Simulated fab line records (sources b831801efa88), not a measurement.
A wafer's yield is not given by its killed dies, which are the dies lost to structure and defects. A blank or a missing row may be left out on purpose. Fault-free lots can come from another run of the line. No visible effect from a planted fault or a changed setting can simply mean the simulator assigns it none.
A lot that was struck, set against a sound lot | flow sky130 | 16 out of 708 route steps
Sound: the wafers L824.1, L824.3, L824.4. Wafers L818.1, L818.4, L818.5 were the ones struck. At the end, the cause is stated.
For every step that has rows: the tool of each side, followed by ch and its chambers, followed by its first start. Under that, the readings that differ: sound wafers | struck wafers | difference of the means | sigmas: that difference in standard deviations of wafers without a fault.
alike: same words and numbers on both sides, and readings whose means sit less than 2 such deviations apart. not compared: any withheld reading, any reading some wafer has no value for, any bound like >300 that may hide the same value, and any number with overlapping values for which the record gives no deviation.
Wherever a step has rows on one side only, a row that says differs or no value, or a row with sigmas, the two part there. Non-overlapping numbers with no deviation appear without sigmas and do not part them. A reading that every wafer of one side lacks parts them only if that side has two wafers or more.

first, 3 steps without rows for these wafers: SKY_METAL1_EXPOSE_12 (exposes mask MM1, target cd 140 nm); SKY_METAL1_PEB_13; SKY_METAL1_DEVELOP_14 (develop time 60 s).
SKY_METAL1_CD_MEAS_15 targets a cd of 140 nm.
  sound: cdSem-02 at day 38 20:47; struck: cdSem-02 at day 36 22:37
  alike: cdNm
SKY_METAL1_OVL_MEAS_16:
  sound: overlay-01 at day 38 20:54; struck: overlay-01 at day 36 22:44
  alike: METAL1_OVL
SKY_METAL1_DESCUM_17: chemistry O2, time 8 s.
  sound on rieMetal-01 ch 1, day 38 20:56; struck on rieMetal-01 ch 0,1, day 36 22:46
  alike: drypumpMotorCurrentA, oesProductAu
  not compared: rfHoursCounterH
SKY_METAL1_ETCH_18: etches BARC in N2/H2, stops on SiO2, time 45.9 s, target depth 60 nm.
  sound on rieMetal-01 ch 1, day 38 21:00; struck on rieMetal-01 ch 0,1, day 36 22:48
  alike: drypumpMotorCurrentA, oesProductAu, throttleValvePct
  not compared: rfHoursCounterH
SKY_METAL1_METAL_ETCH_19: etches the open film in Cl2/BCl3, stops on SiO2, target depth 360 nm, time 78 s.
  sound on rieMetal-01 ch 1, day 38 21:08; struck on rieMetal-01 ch 0,1, day 36 22:52
  alike: drypumpMotorCurrentA, oesProductAu, throttleValvePct
  not compared: rfHoursCounterH
SKY_METAL1_STRIP_20: strips in O2/N2.
  sound on plasmaAsher-03 ch 0,1, day 38 21:19; struck on plasmaAsher-03 ch 0,1, day 36 22:58
  alike: drypumpMotorCurrentA, oesProductAu, stripTimeToEndpointS
  not compared: rfHoursCounterH
then, 3 steps without rows for these wafers: SKY_METAL1_STRIP_21 (strips in post etch residue remover, time 1200 s); SKY_METAL1_CLEAN_22 (cleans in IPA, time 180 s); SKY_METAL1_CLEAN_23 (cleans in O3/DIW).
SKY_VIA1_HDPCVD_00: deposits SiO2, target thk 1030 nm, time 171.7 s.
  sound on hdpcvd-01 ch 0,1,2, day 38 21:57; struck on hdpcvd-02 ch 1,2, day 36 23:34
reading                                 | sound             | struck            | difference | sigmas
sih4FlowSccm (sccm)                     | 59.87 59.97 59.80 | 47.89 48.06 47.85 | -11.95     | -70
model.SiO2_of_VIA1_HDPCVD_00.thkNm (nm) | 1029 1034 1033    | 831.5 839.9 836.5 | -196.0     | 
SKY_VIA1_THK_MEAS_01:
  sound: filmMetro-02 at day 38 22:04; struck: filmMetro-03 at day 36 23:40
reading              | sound          | struck      | difference | sigmas
VIA1_HDPCVD_THK (nm) | 1028 1033 1034 | 832 840 837 | -195       | -20
SKY_VIA1_CMP_02: polishes SiO2.
  sound on cmp-01 ch 1,2,3, day 38 22:10; struck on cmp-02 ch 1,2, day 36 23:44
  alike: motorCurrentA, retainingRingPressureFrac
-- the record jumps here: 12 days lie between the struck wafers' starts before and after (it left off in module VIA1 and takes up again in module PAD_OPEN, whose first step shown is number 708 of the route) --
SKY_PAD_OPEN_PROBE_99:
  sound: prober-01 at day 50 04:24; struck: prober-02 at day 49 04:07
reading                  | sound             | struck            | difference | sigmas
model.etest.tipN.rsOhmSq | 441.6 438.7 442.7 | 389.2 387.9 389.2 | -52.2      | 
  alike: killed_at_M0_to_M3, killed_at_M4_up, killedAtContacts, killedAtFrontEnd, killedAtOther, killedDies, killedOpen, killedShort
  not compared: model.etest.nfet_01v8_swapped.vtSatV, model.etest.nfet_01v8_turned.vtSatV

WHERE THEY PART
Last at SKY_VIA1_THK_MEAS_01 as far as this record goes, first at SKY_VIA1_HDPCVD_00. Later steps at which nothing parts them and some readings are alike: SKY_VIA1_CMP_02, SKY_PAD_OPEN_PROBE_99.

WHY: what the simulator had put in
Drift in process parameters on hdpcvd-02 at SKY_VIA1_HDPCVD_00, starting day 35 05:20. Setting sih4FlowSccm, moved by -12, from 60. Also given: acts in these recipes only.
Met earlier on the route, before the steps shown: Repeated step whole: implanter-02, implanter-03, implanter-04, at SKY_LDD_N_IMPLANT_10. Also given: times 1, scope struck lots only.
